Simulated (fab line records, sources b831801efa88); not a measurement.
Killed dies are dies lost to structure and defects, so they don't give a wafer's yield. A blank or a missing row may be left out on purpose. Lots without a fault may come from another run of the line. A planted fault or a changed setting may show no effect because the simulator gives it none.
A struck lot beside a sound one | flow sky130 | 15 steps out of a route of 708
Sound: wafers L782.1, L782.3, L782.4. Struck: wafers L787.2, L787.3, L787.5. The cause comes at the end.
At each step with rows: each side's tool, then ch and its chambers, then its first start. Under that, the readings that differ: sound wafers | struck wafers | difference of the means | sigmas: that difference in standard deviations of wafers without a fault.
alike: readings whose means differ by less than 2 such deviations, and words and numbers that are the same on both sides. not compared: withheld readings, readings that some wafer has no value for, bounds like >300 that may hide the same value, and numbers for which the record gives no deviation and whose values overlap.
The two part at a step that has a row with sigmas, a row that says differs or no value, or rows on one side only. Numbers that don't overlap but have no deviation are shown without sigmas and don't part them. A reading that every wafer of one side lacks parts them only if that side has two wafers or more.

SKY_LDD_P_OVL_MEAS_08:
  sound on overlay-02, day 20 16:19; struck on overlay-02, day 22 15:35
  alike: LDD_P_OVL
then, 1 step without rows for these wafers: SKY_LDD_P_IMPLANT_09.
SKY_LDD_P_STRIP_10: strips in O2/N2.
  sound on plasma_asher-01 ch 0,1, day 20 16:30; struck on plasma_asher-03 ch 0,1, day 22 15:46
  alike: drypump_motor_current_A, oes_product_au, strip_time_to_endpoint_s
  not compared: rf_hours_counter_h
SKY_LDD_P_TW_MEAS_11:
  sound on film_metro-03, day 20 16:36; struck on film_metro-01, day 22 15:53
  alike: LDD_P_TW
then, 7 steps without rows for these wafers: SKY_LDD_HVN_DEHYDRATE_00 (time 60 s); SKY_LDD_HVN_HMDS_01 (prime time 60 s); SKY_LDD_HVN_COAT_02 (resist thk 300 nm); SKY_LDD_HVN_SOFTBAKE_03 (time 60 s); SKY_LDD_HVN_EXPOSE_04 (exposes mask HVNTM, target cd 700 nm); SKY_LDD_HVN_PEB_05; SKY_LDD_HVN_DEVELOP_06 (develop time 60 s).
SKY_LDD_HVN_OVL_MEAS_07:
  sound on overlay-01, day 21 23:13; struck on overlay-02, day 23 21:40
  alike: LDD_HVN_OVL
SKY_LDD_HVN_IMPLANT_08:
  sound on implanter-02 ch 0, day 21 23:15; struck on implanter-04, day 23 21:43
  no value came back on the struck wafers for beam_energy_keV, beam_on_s (s); on the sound wafers beam_energy_keV reads 59.956 59.969 60.006
SKY_LDD_HVN_STRIP_09: strips in O2/N2.
  sound on plasma_asher-02 ch 0,1, day 21 23:24; struck on plasma_asher-01 ch 0,1, day 23 21:51
  reading                      | sound             | struck            | difference | sigmas
  strip_time_to_endpoint_s (s) | 4.109 4.099 4.090 | 4.154 4.150 4.149 | +0.052     | +3
  alike: drypump_motor_current_A, oes_product_au
  not compared: rf_hours_counter_h
SKY_LDD_HVN_TW_MEAS_10:
  sound on film_metro-02, day 21 23:30; struck on film_metro-02, day 23 21:58
  reading    | sound          | struck   | difference | sigmas
  LDD_HVN_TW | 1466 1469 1473 | 31 31 31 | -1438      | -90

WHERE THEY PART
First at SKY_LDD_HVN_IMPLANT_08; last, within this record, at SKY_LDD_HVN_TW_MEAS_10.

WHY: what the simulator had put in
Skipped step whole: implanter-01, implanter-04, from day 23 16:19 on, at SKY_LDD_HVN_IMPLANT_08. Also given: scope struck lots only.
